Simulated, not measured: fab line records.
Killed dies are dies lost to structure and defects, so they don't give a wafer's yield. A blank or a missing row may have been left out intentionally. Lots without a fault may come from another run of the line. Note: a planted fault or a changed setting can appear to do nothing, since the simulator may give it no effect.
Comparing a struck lot with a sound one	flow sky130	16 steps out of a route of 708
Sound: these wafers, L133.2, L133.3, L133.6. Wafers struck: L124.2, L124.3, L124.6. At the end, the cause is stated.
At each step with rows: each side's tool, then ch and its chambers, then its first start. Under that, the readings that differ: sound wafers	struck wafers	difference of the means	sigmas: that difference in standard deviations of wafers without a fault.
alike: a reading whose means differ by less than 2 such deviations, as well as words and numbers matching on both sides. not compared: withheld readings; readings where some wafer has no value; bounds like >300 that might hide an equal value; numbers whose values overlap and for which the record gives no deviation.
Wherever a step has rows on one side only, a row that says differs or no value, or a row with sigmas, the two part there. Numbers that don't overlap but have no deviation are shown without sigmas and don't part them. A reading that every wafer of one side lacks parts them only if that side has two wafers or more.

SKY_LDD_P_OVL_MEAS_08:
  sound on overlay-01 at day 26 23:31; struck on overlay-01 at day 23 19:33
  alike: LDD_P_OVL
then, 1 step without rows for these wafers: SKY_LDD_P_IMPLANT_09.
SKY_LDD_P_STRIP_10: strips in O2/N2.
  sound on plasma asher-04 ch 0,1, day 26 23:41; struck on plasma asher-02 ch 0,1, day 23 19:44
  alike: drypump motor current A, oes product au, strip time to endpoint s
  not compared: rf hours counter h
SKY_LDD_P_TW_MEAS_11:
  sound on film metro-02 at day 26 23:48; struck on film metro-02 at day 23 19:50
  alike: LDD_P_TW
then, 7 steps without rows for these wafers: SKY_LDD_HVN_DEHYDRATE_00 (time 60 s); SKY_LDD_HVN_HMDS_01 (prime time 60 s); SKY_LDD_HVN_COAT_02 (resist thk 300 nm); SKY_LDD_HVN_SOFTBAKE_03 (time 60 s); SKY_LDD_HVN_EXPOSE_04 (exposes mask HVNTM, target cd 700 nm); SKY_LDD_HVN_PEB_05; SKY_LDD_HVN_DEVELOP_06 (develop time 60 s).
SKY_LDD_HVN_OVL_MEAS_07:
  sound on overlay-02 at day 28 04:41; struck on overlay-02 at day 25 01:35
  alike: LDD_HVN_OVL
SKY_LDD_HVN_IMPLANT_08:
  sound on implanter-04 ch 0, day 28 04:44; struck on implanter-04 ch 0, day 25 01:38
reading	sound	struck	difference	sigmas
beam energy keV	59.996 60.037 60.003	74.370 74.354 74.343	+14.344	+99 or more
model.implant.rp nm (nm)	55.51 55.51 55.51	69.27 69.27 69.27	+13.76	
model.implant.drp nm (nm)	28.15 28.15 28.15	33.91 33.91 33.91	+5.76	
SKY_LDD_HVN_STRIP_09: strips in O2/N2.
  sound on plasma asher-03 ch 0,1, day 28 04:52; struck on plasma asher-03 ch 0,1, day 25 01:46
  alike: drypump motor current A, oes product au, strip time to endpoint s
  not compared: rf hours counter h
SKY_LDD_HVN_TW_MEAS_10:
  sound on film metro-01 at day 28 04:59; struck on film metro-01 at day 25 02:12
reading	sound	struck	difference	sigmas
LDD_HVN_TW	1453 1463 1463	1547 1546 1546	+87	+8
  not compared: hold
-- a jump in the record: the struck wafers' starts before and after are 24 days apart (it breaks off in module LDD_HVN and resumes in module PAD_OPEN, where the first step shown is number 708 of the route) --
SKY_PAD_OPEN_PROBE_99:
  sound on prober-02 at day 50 15:57; struck on prober-01 at day 48 18:31
reading	sound	struck	difference	sigmas
model.etest.tip_n_5v.rs ohm sq	1397 1392 1394	1247 1250 1248	-146	
model.etest.nfet g5v0d10v5.r on ohm um	1910 1911 1914	1865 1844 1880	-49	
model.etest.nfet g5v0d10v5.drive ua um	588.3 591.4 592.4	614.1 616.9 609.8	+22.9	
model.etest.ring_5v.delay ps	45.33 46.06 45.97	44.92 44.61 45.1	-0.91	
model.etest.nfet g5v0d10v5.vt sat v (V)	0.792 0.774 0.7832	0.7251 0.7354 0.7339	-0.0516	
model.etest.nfet g5v0d10v5.vt v (V)	0.848 0.8317 0.8385	0.7966 0.8089 0.8101	-0.0342	
  alike: killed_at_M0_to_M3, killed_at_M4_up, killed at contacts, killed at front end, killed at other, killed dies, killed open, killed short

== WHERE THEY PART ==
Earliest at SKY_LDD_HVN_IMPLANT_08; latest, in this record, at SKY_LDD_HVN_TW_MEAS_10. Later steps at which nothing parts them and some readings are alike: SKY_PAD_OPEN_PROBE_99.

WHY: the cause the simulator had injected
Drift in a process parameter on implanter-04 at SKY_LDD_HVN_IMPLANT_08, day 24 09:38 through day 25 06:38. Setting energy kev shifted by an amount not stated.
